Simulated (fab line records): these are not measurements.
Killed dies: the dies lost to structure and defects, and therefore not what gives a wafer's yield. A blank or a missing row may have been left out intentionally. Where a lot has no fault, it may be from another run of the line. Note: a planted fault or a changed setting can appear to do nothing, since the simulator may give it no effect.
Chamber matching | flow gf180mcu | pecvd-01 running GF_V3_CVD_02: 3 sister chambers
The step deposits SiO2 from TEOS, target thk 850 nm, time 94.851 s. 3 wafers are shown with their chamber, then 9 later ones without.

## EACH WAFER AND ITS CHAMBER
wafer  | chamber | heater_power_w (W)
L949.3 | 1       | 626
L949.4 | 2       | 663
L949.5 | 0       | 640

## WAFERS WITH NO CHAMBER GIVEN
wafer  | heater_power_w (W)
L950.1 | 604
L950.4 | 623
L950.5 | 641
L951.3 | 572
L951.5 | 628
L951.6 | 627
L952.2 | 654
L952.5 | 593
L952.6 | 663

## WHICH CHAMBER EACH WENT THROUGH
wafer  | from the rows above          | in truth
L950.1 | can't be placed: 1 or 0 or 2 | 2
L950.4 | can't be placed: 1 or 0 or 2 | 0
L950.5 | can't be placed: 0 or 1 or 2 | 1
L951.3 | can't be placed: 1 or 0 or 2 | 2
L951.5 | can't be placed: 1 or 0 or 2 | 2
L951.6 | can't be placed: 1 or 0 or 2 | 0
L952.2 | can't be placed: 2 or 0 or 1 | 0
L952.5 | can't be placed: 1 or 0 or 2 | 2
L952.6 | can't be placed: 2 or 0 or 1 | 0
Correctly placed: 0 of 9. These rows do not allow placing 9 (true chamber among the candidates in 9). 0 placed wrongly.
How it was worked out, from the rows above alone: a wafer's distance from a chamber is the root of the sum, over the readings, of the square of ((its reading less the chamber's mean) divided by the reading's scatter). If the next closest chamber is less than 2 further off than the closest, the wafer can't be placed; otherwise it belongs to the closest. For every chamber, the mean is computed from those of its wafers that are shown. The scatter: root of mean squared gap, hidden wafer to nearest shown wafer, with one shown wafer a chamber.
